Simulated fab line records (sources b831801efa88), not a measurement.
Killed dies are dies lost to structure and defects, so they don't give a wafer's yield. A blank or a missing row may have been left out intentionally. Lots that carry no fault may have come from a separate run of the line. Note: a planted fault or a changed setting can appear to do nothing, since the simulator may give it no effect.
Problem report in the 8D (eight disciplines) form, filled by code || flow sfqLine || the parts of the form that need people (team, actions taken, sign-off) are left out

== 1. PROBLEM STATEMENT ==
Wafers with no fault read 2000.0 W with a standard deviation of 0.37, whereas cathodeDcPowerW at SFQ_TRILAYER_JJ_TRILAYER_DEP_SPUTTER_109 reads a mean of 2058.4 W on 1 wafer of 1 lot. That is +99 or more standard deviations from the usual mean.
The step: material Nb, target thk 150 nm, time 100 s.
The first sign was on wafer L741.1 at day 63 23:51, on pvdSputter-04. At this step, 15 wafers from 5 lots have a number in the record. By rule, "out" or "out of limits" means more than 4 standard deviations away from the usual mean. The other wafers with a number count as sound.

== 2. WHAT IT IS AND WHAT IT IS NOT ==
{"question": "which readings at this step", "is": "cathodeDcPowerW", "is not": "throttleValvePct"}
{"question": "which lots", "is": "L741", "is not": "L730, L731, L742, L746"}
{"question": "which wafers of those lots", "is": "L741.1", "is not": "L741.2, L741.4"}
{"question": "read on which tools", "is": "pvdSputter-04", "is not": "pvdSputter-03, pvdSputter-06"}
{"question": "when", "is": "from day 63 23:51", "is not": "up to then (8 sound wafers); but 6 sound wafers of L742, L746 came after"}

== 3. THE SUSPECTS, EACH WITH WHAT RULES IT OUT ==
Counting: any tool at a process step up to the reading remains a suspect provided it ran every lot that is out. Sound lots after the first of them don't rule it out here, since some wafers of a struck lot are sound.
- rieMetal-03 at SFQ_TRILAYER_I4_VIA_STRIP_STRIP_107 (strips in O2): kept. It ran the lot that is out, L741 (day 63 23:03).
- pvdSputter-04 at SFQ_TRILAYER_JJ_TRILAYER_DEP_SPUTTER_109 (material Nb, target thk 150 nm, time 100 s): kept. The lot that is out, L741, ran on it at day 63 23:51; the last sound lot it ran before that was L731, at day 60 15:13. Its own cathodeDcPowerW readings are out on those wafers.
What counting leaves: rieMetal-03 at SFQ_TRILAYER_I4_VIA_STRIP_STRIP_107 and pvdSputter-04 at SFQ_TRILAYER_JJ_TRILAYER_DEP_SPUTTER_109.

== 4. THE CAUSE (what the simulator had put in) ==
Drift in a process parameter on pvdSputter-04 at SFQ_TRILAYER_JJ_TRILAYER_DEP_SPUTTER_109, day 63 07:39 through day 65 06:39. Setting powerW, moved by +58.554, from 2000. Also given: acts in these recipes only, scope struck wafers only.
Counting left 2 suspects, and this tool is among them.

== 5. THE EFFECT CHAIN, in route order ==
Rows list readings where the struck wafers' mean (over those with a number) sits beyond 3 standard deviations from the usual. Only readings whose record carries a usual standard deviation are examined. hours: median over the lots of the time between each lot's start at the first step of this table that gives one and its start at this step. sigmas: the change, counted in usual standard deviations.
{"hours": 0, "step": "SFQ_TRILAYER_JJ_TRILAYER_DEP_SPUTTER_109", "reading": "cathodeDcPowerW", "usual": "2000.0 W", "on struck wafers": 2058.4, "change": "+58.4", "sigmas": "+99 or more"}
Its process steps:
- SFQ_TRILAYER_JJ_TRILAYER_DEP_SPUTTER_109: material Nb, target thk 150 nm, time 100 s.
At these later measuring or inspecting steps, every struck wafer for which the step has a row has a number for every such reading, and none has moved that far: SFQ_JJ_RS_MEAS_929, SFQ_JJ_OVL_MEAS_931, SFQ_M5_OVL_MEAS_932, SFQ_M8_BOW_MEAS_951.

== 6. WHAT WOULD HAVE CAUGHT IT SOONER ==
The fault began at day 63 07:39; the first out-of-limits reading in this record came at day 63 23:51, 16 hours later.
